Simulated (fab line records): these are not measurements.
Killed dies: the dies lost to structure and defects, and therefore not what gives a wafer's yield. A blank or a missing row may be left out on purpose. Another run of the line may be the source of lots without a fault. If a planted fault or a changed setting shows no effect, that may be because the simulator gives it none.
8D (eight disciplines) problem report, filled in by code :: flow sky130 :: the parts of the form that need people (team, actions taken, sign-off) are left out

1. THE ISSUE
LI_CONTACT_W_RS at SKY_LI_CONTACT_RS_MEAS_22 reads a mean of 0.2496 ohm/sq on 9 wafers of 3 lots; wafers without a fault read 0.2862 ohm/sq with a standard deviation of 0.003. Relative to the usual mean, that is a shift of -12 standard deviations.
The step: measures by four-point-probe.
The first sign was on wafer L327.2 at day 30 05:32, on film-metro-02. At this step, 27 wafers from 9 lots have a number in the record. The rule behind "out" and "out of limits": a value lying over 4 standard deviations away from the usual mean. Any other wafer with a number is counted as sound.

2. WHAT IT IS AND WHAT IT IS NOT
question: which readings at this step
is: LI_CONTACT_W_RS
is not: -

question: which lots
is: L327, L329, L330
is not: L325, L338, L339, L340, L343, L345

question: which wafers of those lots
is: all that have a number
is not: -

question: read on which gauges
is: film-metro-01, film-metro-02, film-metro-03
is not: -

question: when
is: from day 30 05:32
is not: up to then (3 sound wafers); but 15 sound wafers of L338, L339, L340, L343, L345 came after

3. WHAT RULES OUT EACH SUSPECT
Counting: a tool at a process step up to the reading stays a suspect if it ran every lot that is out and no sound lot after the first of them.
- the gauge at SKY_LI_CONTACT_RS_MEAS_22 is ruled out. Those wafers that are out were read across 3 gauges (film-metro-01, film-metro-02, film-metro-03).
- cvd-w-01 at SKY_LI_CONTACT_CVD_21 (deposits W, target thk 400 nm, time 120.56 s): ruled out as a lasting fault. The sound lots L338, L339, L340, L343, L345 went through it after L327, its earliest lot that is out (day 30 05:22).
Left after counting: nothing in the record.

4. THE CAUSE (what the simulator had put in)
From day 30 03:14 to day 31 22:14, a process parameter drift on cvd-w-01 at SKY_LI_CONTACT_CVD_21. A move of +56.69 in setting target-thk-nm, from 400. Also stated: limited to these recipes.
Counting ruled it out, wrongly: the rule takes a fault to strike every lot that its tool runs from its start on, and this one did not.

5. THE CHAIN OF EFFECTS, in route order
Each row: a reading where the mean over the struck wafers with a number is more than 3 standard deviations away from the usual. Only readings whose record carries a usual standard deviation are examined. hours: median over the lots of the time between each lot's start at the first step of this table that gives one and its start at this step. sigmas: the change, counted in usual standard deviations.
hours: 0
step: SKY_LI_CONTACT_RS_MEAS_22
reading: LI_CONTACT_W_RS
usual: 0.2862 ohm/sq
on struck wafers: 0.2496
change: -0.0366
sigmas: -12

hours: 3
step: SKY_LI_CONTACT_THK_MEAS_23
reading: LI_CONTACT_W_THK
usual: 410 nm
on struck wafers: 480
change: +70
sigmas: +9.8

hours: 6
step: SKY_LI_CONTACT_CMP_24
reading: time-to-endpoint-s
usual: 96 s
on struck wafers: 111
change: +15
sigmas: +4.7
It contains these process steps:
- SKY_LI_CONTACT_CMP_24: polishes, stops on PSG, t overpolish 20 s, target thk 0 nm.
At these later measuring or inspecting steps, every struck wafer for which the step has a row has a number for every such reading, and none has moved that far: SKY_CONTACT_THK_MEAS_03.

6. WHAT WOULD HAVE CAUGHT IT SOONER
The first out-of-limits reading at a measuring or inspecting step in this record came at day 30 05:32, 2 hours after the fault's start at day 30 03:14.
An alarm limit of 4 standard deviations would not have fired on the tool readings at SKY_LI_CONTACT_CVD_21 for which the record gives a usual standard deviation, since none of them was out on any struck wafer.
